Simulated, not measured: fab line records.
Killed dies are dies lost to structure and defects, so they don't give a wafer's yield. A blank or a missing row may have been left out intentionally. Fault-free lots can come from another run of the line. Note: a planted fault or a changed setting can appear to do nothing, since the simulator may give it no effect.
Comparing a struck lot with a sound one -- flow gf180mcu -- 18 steps out of a route of 602
Sound: the wafers L651.2, L651.3, L651.4. The struck wafers were L644.1, L644.3, L644.5. The cause is named last.
Order at every step that has rows: each side's tool, ch and its chambers, its first start. Under that, the readings that differ: sound wafers -- struck wafers -- difference of the means -- sigmas: that difference in standard deviations of wafers without a fault.
alike: readings whose means differ by less than 2 such deviations, and words and numbers that are the same on both sides. not compared: withheld readings, readings that some wafer has no value for, bounds like >300 that may hide the same value, and numbers for which the record gives no deviation and whose values overlap.
Wherever a step has rows on one side only, a row that says differs or no value, or a row with sigmas, the two part there. Numbers that don't overlap but have no deviation are shown without sigmas and don't part them. A reading that every wafer of one side lacks parts them only if that side has two wafers or more.

first, 2 steps without rows for these wafers: GF_CONTACT_PEB_12 (peb time 90 s); GF_CONTACT_DEVELOP_13 (develop time 60 s).
GF_CONTACT_CD_MEAS_14 targets a cd of 220 nm.
  sound on cd sem-02 at day 23 02:42; struck on cd sem-02 at day 20 18:10
  alike: cd nm
GF_CONTACT_OVL_MEAS_15:
  sound on overlay-01 at day 23 02:49; struck on overlay-02 at day 20 18:17
reading,sound,struck,difference,sigmas
CONTACT_OVL (nm),6 12 8,1 -3 -6,-11,-2
GF_CONTACT_ETCH_16: etches BARC in N2/H2.
  sound on rie diel-04 ch 0,3, day 23 02:50; struck on rie diel-02 ch 1,2,3, day 20 18:20
  alike: bias w, drypump motor current A, oes product au, throttle valve pct
GF_CONTACT_ETCH_17: etches SiO2 in C4F8/O2/Ar, stops on CoSi2, target depth 860 nm.
  sound on rie diel-04 ch 0,3; struck on rie diel-02 ch 1,2,3
  alike: bias w, oes product au
GF_CONTACT_STRIP_18: strips in O2/N2.
  sound on plasma asher-04 ch 0,1, day 23 03:00; struck on plasma asher-04 ch 0,1, day 20 18:29
  alike: drypump motor current A, heater power w, oes product au
  not compared: rf hours counter h
then, 4 steps without rows for these wafers: GF_CONTACT_CLEAN_19 (cleans in SPM); GF_CONTACT_CLEAN_20 (cleans in DIW); GF_CONTACT_CLEAN_21 (cleans in dHF, time 20 s); GF_CONTACT_SPUTTER_22 (material Ti, target thk 15 nm, time 80.02 s).
GF_CONTACT_SPUTTER_23: material TiN, target thk 10 nm, time 40 s.
  sound on pvd sputter-02 at day 23 03:22; struck on pvd sputter-01 at day 20 18:51
  alike: throttle valve pct
GF_CONTACT_CVD_24: deposits W, target thk 300 nm, time 90.339 s.
  sound on cvd w-02 ch 0,1, day 23 03:24; struck on cvd w-01 ch 0,1, day 20 18:53
reading,sound,struck,difference,sigmas
model.W_of_CONTACT_CVD_24.thk nm (nm),300.2 303.4 299.4,352.3 349.8 352.6,+50.6,
  alike: chamber pressure Torr, heater power w
GF_CONTACT_RS_MEAS_25: measures by four-point-probe.
  sound on film metro-02 at day 23 03:31; struck on film metro-02 at day 20 19:16
reading,sound,struck,difference,sigmas
CONTACT_W_RS (ohm/sq),0.382 0.378 0.383,0.325 0.327 0.324,-0.056,-13
  not compared: hold
GF_CONTACT_THK_MEAS_26: measures by xrf.
  sound on film metro-02 at day 23 03:38; struck on film metro-02 at day 21 00:08
reading,sound,struck,difference,sigmas
CONTACT_W_THK (nm),301 303 301,355 352 358,+53,+12
  not compared: hold
GF_CONTACT_CMP_27: polishes, stops on SiO2, t overpolish 15 s, target thk 0 nm.
  sound on cmp-02 ch 0,1,2, day 23 03:41; struck on cmp-02 ch 0,2,3, day 21 05:38
reading,sound,struck,difference,sigmas
hold,- - -,await dispo/5.2h/release await dispo/5.2h/release await dispo/5.2h/release,no value on the sound wafers,
time to endpoint s (s),70.4 72.0 72.5,83.4 81.8 83.2,+11.2,+4
  alike: motor current A
GF_M1_SPUTTER_00: material Ti, target thk 37.5 nm, time 150 s.
  sound on pvd sputter-04 at day 23 03:59; struck on pvd sputter-04 at day 21 05:53
  alike: throttle valve pct
-- the record jumps here: 11 days lie between the struck wafers' starts before and after (it left off in module M1 and takes up again in module PASSIVATION, whose first step shown is number 602 of the route) --
GF_PASSIVATION_PROBE_99:
  record: rows for the struck wafers here (prober-01, day 32 13:07), none for the sound ones

WHERE THEY PART
Last at GF_PASSIVATION_PROBE_99 as far as this record goes, first at GF_CONTACT_OVL_MEAS_15.

WHY: what the simulator had put in
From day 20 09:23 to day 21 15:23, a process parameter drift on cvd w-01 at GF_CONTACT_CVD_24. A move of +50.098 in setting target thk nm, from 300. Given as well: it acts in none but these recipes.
